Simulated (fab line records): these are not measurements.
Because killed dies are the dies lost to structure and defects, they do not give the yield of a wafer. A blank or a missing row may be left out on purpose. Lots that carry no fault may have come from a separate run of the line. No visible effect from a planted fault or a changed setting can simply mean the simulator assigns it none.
Chamber matching || flow gf180mcu || 4 sister chambers for GF_V5_CMP_26 on cmp-02
The step polishes, stops on SiO2, t overpolish 15 s, target thk 0 nm. 4 wafers are shown with their chamber, then 8 later ones without.

WAFERS WITH THEIR CHAMBER
{"wafer": "L272.1", "chamber": 1, "time to endpoint s (s)": 85.8}
{"wafer": "L282.1", "chamber": 0, "time to endpoint s (s)": 83.2}
{"wafer": "L282.6", "chamber": 3, "time to endpoint s (s)": 83.8}
{"wafer": "L292.1", "chamber": 2, "time to endpoint s (s)": 80.2}

WAFERS WITH NO CHAMBER GIVEN
{"wafer": "L292.3", "time to endpoint s (s)": 84.4}
{"wafer": "L292.5", "time to endpoint s (s)": 85.4}
{"wafer": "L293.2", "time to endpoint s (s)": 81.7}
{"wafer": "L293.3", "time to endpoint s (s)": 86.4}
{"wafer": "L293.6", "time to endpoint s (s)": 86.2}
{"wafer": "L294.3", "time to endpoint s (s)": 86.8}
{"wafer": "L294.4", "time to endpoint s (s)": 82.6}
{"wafer": "L294.6", "time to endpoint s (s)": 82.9}

WHICH CHAMBER EACH WENT THROUGH
{"wafer": "L292.3", "from the rows above": "can't be placed: 3 or 0 or 1", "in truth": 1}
{"wafer": "L292.5", "from the rows above": "can't be placed: 1 or 3", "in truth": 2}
{"wafer": "L293.2", "from the rows above": "can't be placed: 0 or 2 or 3", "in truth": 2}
{"wafer": "L293.3", "from the rows above": 1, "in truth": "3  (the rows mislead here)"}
{"wafer": "L293.6", "from the rows above": 1, "in truth": 1}
{"wafer": "L294.3", "from the rows above": 1, "in truth": 1}
{"wafer": "L294.4", "from the rows above": "can't be placed: 0 or 3", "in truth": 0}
{"wafer": "L294.6", "from the rows above": "can't be placed: 0 or 3", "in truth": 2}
Placed correctly: 2 of 8. Cannot be placed on the basis of these rows: 5; the candidates contain the true chamber in 3. Placed wrongly: 1.
How it was worked out, from the rows above alone: a wafer's distance from a chamber is the root of the sum, over the readings, of the square of ((its reading less the chamber's mean) divided by the reading's scatter). The wafer belongs to the nearest chamber; if the next one is less than 2 further off, it can't be placed. A chamber's mean is the mean of its shown wafers. The scatter: with one shown wafer a chamber, the root of the mean of the squares of how far each hidden wafer lies from its nearest shown one.
